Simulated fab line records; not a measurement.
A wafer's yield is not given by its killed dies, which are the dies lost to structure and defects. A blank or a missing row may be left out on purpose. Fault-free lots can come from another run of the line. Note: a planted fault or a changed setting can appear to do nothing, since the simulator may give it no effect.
The same fault as seen by 2 desks :: flow sky130 :: only its own numbers are on each desk; what lay behind them is given at the end

== FROM THE METROLOGY DESK ==
What the gauges read for every lot (on any tool): the sampled wafers with a number, averaged. Any lot whose mean is over 4 standard deviations away from the usual mean is out of limits and marked OUT; that distance is given in the brackets.
Columns: A = GATE_OXIDE_OXIDATION_00_THK at SKY_GATE_OXIDE_THK_MEAS_02, usual 10.25 nm
lot: L551
first seen here: day 12 22:17
A: 9.97

lot: L553
first seen here: day 13 06:38
A: 9.84

lot: L552
first seen here: day 13 10:44
A: 10.48

lot: L554
first seen here: day 13 21:31
A: 10.30

lot: L555
first seen here: day 14 10:39
A: 10.11

lot: L556
first seen here: day 14 10:39
A: 10.15

lot: L557
first seen here: day 15 02:14
A: 10.39

lot: L558
first seen here: day 15 09:55
A: 10.44

lot: L563
first seen here: day 16 22:54
A: 11.52 (+5.5) OUT

lot: L564
first seen here: day 16 22:55
A: 11.67 (+6.2) OUT

lot: L571
first seen here: day 19 23:05
A: 10.34

lot: L572
first seen here: day 20 09:42
A: 10.11

lot: L573
first seen here: day 20 09:43
A: 10.17

lot: L574
first seen here: day 20 20:13
A: 10.57
Finding of this desk: L563, L564 out of limits, first seen on L563 at day 16 22:54 (GATE_OXIDE_OXIDATION_00_THK at SKY_GATE_OXIDE_THK_MEAS_02). L551, L553, L552, L554, L555, L556, L557, L558, L571, L572, L573, L574 stayed within limits.

== THE TOOL OWNER'S DESK: furnace-02 ==
The tool's own readings at SKY_GATE_OXIDE_OXIDATION_01 (stabilise 600 s, purge 300 s, target thk 10.268 nm): means of the sampled wafers that have a number, for each lot that ran on this tool. Any lot whose mean is over 4 standard deviations away from the usual mean is out of limits and marked OUT; that distance is given in the brackets.
Columns: A = tube-center-temp-C at SKY_GATE_OXIDE_OXIDATION_01, usual 900.01 C
lot: L552
first seen here: day 13 09:20
A: 900.04

lot: L558
first seen here: day 15 08:30
A: 900.01

lot: L563
first seen here: day 16 21:29
A: 900.07

lot: L564
first seen here: day 16 21:29
A: 900.06

lot: L571
first seen here: day 19 21:40
A: 899.94

lot: L572
first seen here: day 20 08:17
A: 900.00

lot: L573
first seen here: day 20 08:17
A: 899.99
Result from this desk: across the 7 lots, nothing is out of limits.

== PUT TOGETHER ==
At day 16 22:54 the metrology desk could have sounded an alarm, on L563, L564.
The tool owner's desk saw nothing out of limits.
On record at the tool owner's desk: L563, L564, within its limits.
On furnace-02, each named lot ran SKY_GATE_OXIDE_OXIDATION_01.

== WHAT HAD BEEN PUT IN BY THE SIMULATOR ==
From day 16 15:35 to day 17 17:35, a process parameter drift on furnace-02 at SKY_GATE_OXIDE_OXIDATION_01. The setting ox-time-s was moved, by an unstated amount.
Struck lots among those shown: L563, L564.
Hours from the fault's start to each desk's first reading out of limits: the metrology desk, 7.
